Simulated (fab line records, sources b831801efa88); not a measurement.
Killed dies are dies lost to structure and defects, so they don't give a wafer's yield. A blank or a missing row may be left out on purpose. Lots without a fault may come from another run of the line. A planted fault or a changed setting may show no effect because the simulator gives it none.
Which tool did it? | flow gf180mcu | 12 lots, 35 wafers sampled, at 5 steps of a route of 602

WHAT THE GAUGES READ, wafer by wafer
GF_CONTACT_OVL_MEAS_15. Usual: CONTACT_OVL 4 nm, standard deviation 4.9.
lot  | measured     | on         | CONTACT_OVL (nm) | flag
L813 | day 16 12:43 | overlay-01 | 13 7 -1          |
L814 | day 16 15:49 | overlay-02 | 7 12 13          |
L816 | day 18 09:05 | overlay-02 | 2 10 0           |
L818 | day 19 15:52 | overlay-01 | 2 2 3            |
L820 | day 19 21:53 | overlay-02 | -3 8 4           |
L821 | day 20 08:37 | overlay-02 | 11 5 7           |
L822 | day 20 08:38 | overlay-01 | 1 5 4            |
L823 | day 21 00:05 | overlay-02 | 11 3 9           |
L826 | day 21 22:05 | overlay-01 | 5 4 -6           |
L833 | day 23 18:02 | overlay-02 | -7 4             |
L834 | day 23 22:25 | overlay-01 | 7 -2 7           |
L835 | day 24 18:16 | overlay-01 | 7 6 6            |

GF_M1_THK_MEAS_06: measures by xrf. Usual: M1_ALCU_THK 449 nm, standard deviation 4.8.
lot  | measured     | on            | M1_ALCU_THK (nm) | flag
L813 | day 16 14:15 | film_metro-04 | 451 451 452      |
L814 | day 16 17:20 | film_metro-04 | 461 454 452      |
L816 | day 18 10:36 | film_metro-02 | 451 442 444      |
L818 | day 19 17:25 | film_metro-02 | 452 450 451      |
L820 | day 19 23:24 | film_metro-02 | 450 440 445      |
L821 | day 20 10:08 | film_metro-04 | 451 447 448      |
L822 | day 20 10:26 | film_metro-01 | 454 453 454      |
L823 | day 21 01:38 | film_metro-01 | 452 444 451      |
L826 | day 21 23:41 | film_metro-01 | 450 442 444      |
L833 | day 23 19:34 | film_metro-01 | 454 465          |
L834 | day 23 23:55 | film_metro-01 | 450 440 448      |
L835 | day 24 19:46 | film_metro-02 | 448 447 443      |

WHICH TOOL RAN EACH LOT (tool, then ch and the chambers of the sampled wafers, then the start)
lot  | GF_CONTACT_STRIP_18                  | GF_CONTACT_CMP_27             | GF_M1_SPUTTER_04
L813 | plasma_asher-01 ch 0,1, day 16 12:56 | cmp-01 ch 1,2, day 16 13:35   | pvd_sputter-04, day 16 14:04
L814 | plasma_asher-03 ch 0,1, day 16 16:01 | cmp-02 ch 0,1,3, day 16 16:41 | pvd_sputter-02, day 16 17:10
L816 | plasma_asher-01 ch 0,1, day 18 09:17 | cmp-02 ch 0,1,3, day 18 10:01 | pvd_sputter-02, day 18 10:26
L818 | plasma_asher-02 ch 0,1, day 19 16:04 | cmp-01 ch 1,2,3, day 19 16:46 | pvd_sputter-01, day 19 17:14
L820 | plasma_asher-02 ch 1, day 19 22:04   | cmp-02 ch 0,2, day 19 22:45   | pvd_sputter-01, day 19 23:14
L821 | plasma_asher-01 ch 0,1, day 20 08:49 | cmp-02 ch 0,2,3, day 20 09:32 | pvd_sputter-02, day 20 09:58
L822 | plasma_asher-02 ch 0,1, day 20 08:49 | cmp-02 ch 0,1, day 20 09:47   | pvd_sputter-04, day 20 10:16
L823 | plasma_asher-03 ch 0, day 21 00:17   | cmp-01 ch 2,3, day 21 00:58   | pvd_sputter-02, day 21 01:28
L826 | plasma_asher-01 ch 0,1, day 21 22:17 | cmp-02 ch 1,2, day 21 23:03   | pvd_sputter-04, day 21 23:32
L833 | plasma_asher-03 ch 0,1, day 23 18:16 | cmp-01 ch 0,2, day 23 18:58   | pvd_sputter-02, day 23 19:23
L834 | plasma_asher-03 ch 0, day 23 22:37   | cmp-01 ch 0,2,3, day 23 23:17 | pvd_sputter-04, day 23 23:46
L835 | plasma_asher-01 ch 0,1, day 24 18:28 | cmp-01 ch 0,1, day 24 19:08   | pvd_sputter-04, day 24 19:37
- GF_CONTACT_STRIP_18: strips in O2/N2.
- GF_CONTACT_CMP_27: polishes, stops on SiO2, t overpolish 15 s, target thk 0 nm.
- GF_M1_SPUTTER_04: material TiN, target thk 50 nm, time 41.7 s.

WHAT THE TOOLS THEMSELVES READ (means of the sampled wafers that have a number; where no wafer has one, the mark that the record gives instead)
GF_CONTACT_STRIP_18. Usual: chamber_pressure_mTorr 1500.2 mTorr, standard deviation 1.3; drypump_motor_current_A 5.5 A, standard deviation 0.38; heater_power_w 329 W, standard deviation 60; o2_flow_sccm 3001 sccm, standard deviation 8.9; oes_product_au 0.580 a.u., standard deviation 0.0049.
lot  | tool            | chamber_pressure_mTorr (mTorr) | drypump_motor_current_A (A) | heater_power_w (W) | o2_flow_sccm (sccm) | oes_product_au (a.u.) | flag
L813 | plasma_asher-01 | 1500.2                         | 5.4                         | 278                | 3007                | 0.582                 |
L814 | plasma_asher-03 | 1499.8                         | 5.6                         | 372                | 3003                | 0.581                 |
L816 | plasma_asher-01 | 1500.4                         | 5.1                         | 307                | 3004                | 0.579                 |
L818 | plasma_asher-02 | 1500.9                         | 5.9                         | 291                | 2980                | 0.579                 |
L820 | plasma_asher-02 | 1499.9                         | 6.0                         | 293                | 2998                | 0.574                 |
L821 | plasma_asher-01 | 1501.2                         | 5.4                         | 284                | 2990                | 0.582                 |
L822 | plasma_asher-02 | 1499.7                         | 6.0                         | 294                | 3007                | 0.584                 |
L823 | plasma_asher-03 | 1500.1                         | 5.7                         | 444                | 3003                | 0.582                 |
L826 | plasma_asher-01 | 1499.8                         | 5.1                         | 303                | 3002                | 0.579                 |
L833 | plasma_asher-03 | 1500.0                         | 5.6                         | 380                | 2988                | 0.577                 |
L834 | plasma_asher-03 | 1499.2                         | 5.7                         | 437                | 3003                | 0.580                 |
L835 | plasma_asher-01 | 1499.9                         | 5.1                         | 303                | 3001                | 0.578                 |

GF_CONTACT_CMP_27. Usual: head_pressure_psi 3.499 psi, standard deviation 0.0072; motor_current_A 10.7 A, standard deviation 0.87; overpolish_run_s 15.001 s, standard deviation 0.009; time_to_endpoint_s 74 s, standard deviation 4.1.
lot  | tool   | head_pressure_psi (psi) | motor_current_A (A) | overpolish_run_s (s) | time_to_endpoint_s (s) | flag
L813 | cmp-01 | 3.498                   | 10.2                | 15.005               | 79                     |
L814 | cmp-02 | 3.502                   | 10.6                | 15.008               | 75                     |
L816 | cmp-02 | 3.497                   | 11.0                | 15.005               | 78                     |
L818 | cmp-01 | 3.500                   | 11.0                | 14.994               | 73                     |
L820 | cmp-02 | 3.502                   | 10.8                | 14.993               | 72                     |
L821 | cmp-02 | 3.505                   | 10.4                | 15.009               | 73                     |
L822 | cmp-02 | 3.495                   | 10.7                | 15.003               | 78                     |
L823 | cmp-01 | 3.499                   | 11.6                | 14.996               | 67                     |
L826 | cmp-02 | 3.495                   | 11.2                | 14.998               | 78                     |
L833 | cmp-01 | 3.497                   | 10.4                | 15.000               | 74                     |
L834 | cmp-01 | 3.502                   | 11.0                | 15.001               | 72                     |
L835 | cmp-01 | 3.494                   | 10.3                | 14.999               | 77                     |

GF_M1_SPUTTER_04. Usual: throttle_valve_pct 30.1 %, standard deviation 1.4.
lot  | tool           | throttle_valve_pct (%) | flag
L813 | pvd_sputter-04 | 30.1                   |
L814 | pvd_sputter-02 | 30.7                   |
L816 | pvd_sputter-02 | 31.0                   |
L818 | pvd_sputter-01 | 28.1                   |
L820 | pvd_sputter-01 | 28.6                   |
L821 | pvd_sputter-02 | 31.2                   |
L822 | pvd_sputter-04 | 29.6                   |
L823 | pvd_sputter-02 | 31.1                   |
L826 | pvd_sputter-04 | 31.4                   |
L833 | pvd_sputter-02 | 31.3                   |
L834 | pvd_sputter-04 | 30.2                   |
L835 | pvd_sputter-04 | 30.1                   |

THE ANSWER, worked out from the rows above alone
Rule: a lot is off if the mean of its wafers that have a number lies more than 3 standard deviations from the usual mean. A lot without any number at a reading at which 4 lots or more have one is off too. The other lots that the step has rows for count as sound. The gauges are gone through in route order, then the tools' own readings, and for those a lot's mean is taken as printed above. The first step at which some lot is off is used, and at that step the reading that is off furthest; a lot without a number counts as furthest.
No lot is off at any reading shown: from this, nothing can be told.

WHAT THE SIMULATOR HAD PUT IN
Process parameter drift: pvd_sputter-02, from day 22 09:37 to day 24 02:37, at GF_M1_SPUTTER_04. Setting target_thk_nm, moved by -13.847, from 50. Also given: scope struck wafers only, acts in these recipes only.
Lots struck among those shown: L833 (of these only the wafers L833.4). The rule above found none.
